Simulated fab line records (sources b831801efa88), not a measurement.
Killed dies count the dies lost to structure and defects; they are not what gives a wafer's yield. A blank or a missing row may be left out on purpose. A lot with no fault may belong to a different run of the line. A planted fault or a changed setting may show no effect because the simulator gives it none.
Matching of chambers ; flow sky130 ; rie-si-01 running SKY_FIELD_ISO_ETCH_17: 4 sister chambers
The step etches Si in HBr/Cl2/O2, target depth 342 nm, time 97.7 s. 30 wafers are shown with their chamber, then 12 later ones without.

WAFERS, EACH WITH ITS CHAMBER
wafer;chamber;drypump-motor-current-A (A);oes-product-au (a.u.);throttle-valve-pct (%)
L078.1;1;5.6;1.007;25.663
L078.3;3;6.4;0.989;25.654
L078.4;1;5.6;1.009;25.642
L077.1;3;6.4;0.994;25.669
L077.2;1;5.6;1.017;25.639
L077.4;2;5.9;0.992;25.671
L079.4;1;5.6;1.016;25.647
L079.5;2;5.9;0.974;25.677
L079.6;3;6.4;0.993;25.666
L080.3;1;5.6;1.001;25.663
L080.5;3;6.4;0.991;25.665
L080.6;2;5.9;0.983;25.666
L081.4;3;6.3;0.997;25.658
L081.5;1;5.6;0.999;25.664
L081.6;2;5.9;0.988;25.675
L084.1;2;5.9;0.988;25.667
L084.2;0;5.0;1.024;25.645
L084.4;1;5.6;1.005;25.658
L086.1;1;5.6;1.010;25.649
L086.3;3;6.4;0.993;25.650
L086.5;3;6.4;0.987;25.667
L088.2;1;5.6;1.007;25.641
L088.3;1;5.6;1.005;25.649
L088.6;0;5.0;1.020;25.661
L090.1;3;6.3;0.992;25.656
L090.2;2;5.9;0.986;25.653
L090.6;0;5.0;1.010;25.635
L091.1;1;5.6;1.009;25.642
L091.3;0;5.0;1.021;25.644
L091.4;2;6.0;0.987;25.669

SIGNATURES (averages over the wafers above)
reading;chamber 0;chamber 1;chamber 2;chamber 3;scatter within a chamber
drypump-motor-current-A;5.000;5.600;5.914;6.375;0.0301
oes-product-au;1.01875;1.00773;0.98543;0.99200;0.00509
throttle-valve-pct;25.64625;25.65064;25.66829;25.66062;0.00877
Rule: distance of a wafer from a chamber = root of the sum over the readings of ((wafer's reading minus chamber's mean) / reading's scatter) squared. The wafer belongs to the nearest chamber; if the next one is less than 2 further off, it can't be placed. The scatter: take each reading less its chamber's mean, square it, sum over the shown wafers, divide by the number of wafers less the number of chambers, and take the root.

WAFERS WITHOUT THEIR CHAMBER
wafer;drypump-motor-current-A (A);oes-product-au (a.u.);throttle-valve-pct (%)
L092.1;6.4;1.000;25.659
L092.4;5.9;0.986;25.672
L092.6;5.0;1.016;25.628
L093.1;5.0;1.012;25.638
L093.2;6.3;0.996;25.662
L093.4;5.9;0.972;25.687
L095.4;5.5;0.998;25.650
L095.5;5.9;0.985;25.669
L095.6;6.3;1.002;25.662
L097.2;6.3;0.987;25.653
L097.3;5.0;1.015;25.646
L097.6;5.9;0.996;25.663

THE CHAMBER EACH PASSED THROUGH
wafer;from the rows above;in truth
L092.1;3;3
L092.4;2;2
L092.6;0;0
L093.1;0;0
L093.2;3;3
L093.4;2;2
L095.4;1;1
L095.5;2;2
L095.6;3;3
L097.2;3;3
L097.3;0;0
L097.6;2;2
Correctly placed: 12 of 12. From these rows, 0 cannot be placed. 0 placed wrongly.
